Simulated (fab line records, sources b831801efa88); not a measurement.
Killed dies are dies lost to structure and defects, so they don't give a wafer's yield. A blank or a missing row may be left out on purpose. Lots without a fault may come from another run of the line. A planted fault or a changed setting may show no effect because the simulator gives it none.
Which tool did it? | flow gf180mcu | 12 lots, 36 wafers sampled, at 2 steps of a route of 602

WHAT THE GAUGES READ, wafer by wafer
GF_M4_OVL_MEAS_15.
lot  | measured     | on         | M4_OVL (nm)
L075 | day 23 23:49 | overlay-01 | -2 -3 -4
L077 | day 24 14:02 | overlay-02 | -10 -5 -12
L079 | day 25 10:23 | overlay-02 | -1 2 0
L081 | day 26 02:38 | overlay-01 | 2 2 6
L083 | day 26 09:53 | overlay-02 | 6 -2 3
L085 | day 27 03:08 | overlay-02 | 3 8 4
L087 | day 27 23:47 | overlay-01 | 0 3 -2
L089 | day 28 09:12 | overlay-01 | -2 3 -4
L091 | day 28 22:52 | overlay-01 | 6 6 9
L093 | day 29 10:31 | overlay-02 | 16 8 7
L095 | day 30 02:38 | overlay-01 | -2 3 4
L097 | day 30 08:10 | overlay-01 | -7 -2 -2

WHICH TOOL RAN EACH LOT (tool, then ch and the chambers of the sampled wafers, then the start)
lot  | GF_M3_SPUTTER_03
L075 | pvd_sputter-02, day 20 21:40
L077 | pvd_sputter-04, day 21 12:46
L079 | pvd_sputter-04, day 22 11:17
L081 | pvd_sputter-02, day 23 08:05
L083 | pvd_sputter-02, day 23 13:54
L085 | pvd_sputter-02, day 24 08:33
L087 | pvd_sputter-01, day 25 07:11
L089 | pvd_sputter-02, day 25 16:51
L091 | pvd_sputter-02, day 26 08:20
L093 | pvd_sputter-01, day 26 20:04
L095 | pvd_sputter-02, day 27 12:31
L097 | pvd_sputter-04, day 27 18:48
- GF_M3_SPUTTER_03: material Ti, target thk 10 nm, time 6.7 s.

THE ANSWER, worked out from the rows above alone
Rule: what is usual is taken from the lots themselves. Put in order of their means at a reading, lots are off if they are a third of the lots or fewer, leave a main group of 4 or more, and stand apart from it by a gap of 3 or more times the standard deviation of the main group's means; of several such gaps the widest counts. A main group whose means are all the same, to the digits that the tables above print for the reading, isn't used. A lot without any number at a reading at which 4 lots or more have one is off too. The other lots that the step has rows for count as sound.
No lot is off at any reading shown: from this, nothing can be told.

WHAT THE SIMULATOR HAD PUT IN
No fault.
